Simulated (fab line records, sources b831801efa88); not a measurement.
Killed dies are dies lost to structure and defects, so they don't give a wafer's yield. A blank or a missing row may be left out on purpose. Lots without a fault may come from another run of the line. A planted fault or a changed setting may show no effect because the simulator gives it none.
Chamber matching | flow sky130 | SKY_METAL3_ETCH_17 on rie_diel-03: 4 sister chambers
The step etches SiO2 in C4F8/O2/Ar, stops on TiN, time 3.9 s, target depth 15 nm. 8 wafers are shown with their chamber, then 9 later ones without.

WAFERS WITH THEIR CHAMBER
wafer  | chamber | oes_product_au (a.u.)
L079.2 | 2       | 0.755
L084.1 | 2       | 0.747
L084.4 | 3       | 0.749
L084.5 | 0       | 0.768
L084.6 | 3       | 0.752
L089.2 | 0       | 0.761
L089.3 | 1       | 0.740
L089.6 | 1       | 0.757

WAFERS WITHOUT THEIR CHAMBER
wafer  | oes_product_au (a.u.)
L090.1 | 0.753
L090.2 | 0.757
L090.3 | 0.758
L090.4 | 0.758
L090.5 | 0.768
L090.6 | 0.755
L092.1 | 0.751
L092.2 | 0.749
L092.4 | 0.751

WHICH CHAMBER EACH WENT THROUGH
wafer  | from the rows above               | in truth
L090.1 | can't be placed: 2 or 3 or 1 or 0 | 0
L090.2 | can't be placed: 2 or 3 or 0 or 1 | 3
L090.3 | can't be placed: 0 or 2 or 3 or 1 | 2
L090.4 | can't be placed: 0 or 2 or 3 or 1 | 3
L090.5 | can't be placed: 0 or 2 or 3      | 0
L090.6 | can't be placed: 2 or 3 or 1 or 0 | 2
L092.1 | can't be placed: 2 or 3 or 1 or 0 | 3
L092.2 | can't be placed: 1 or 3 or 2      | 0
L092.4 | can't be placed: 2 or 3 or 1 or 0 | 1
Placed correctly: 0 of 9. Can't be placed from these rows: 9 (the true chamber is among the candidates in 8). Placed wrongly: 0.
How it was worked out, from the rows above alone: a wafer's distance from a chamber is the root of the sum, over the readings, of the square of ((its reading less the chamber's mean) divided by the reading's scatter). The wafer belongs to the nearest chamber; if the next one is less than 2 further off, it can't be placed. A chamber's mean is the mean of its shown wafers. The scatter: the root of (the sum of the squares of (reading less its chamber's mean) over the shown wafers, divided by (wafers less chambers)).
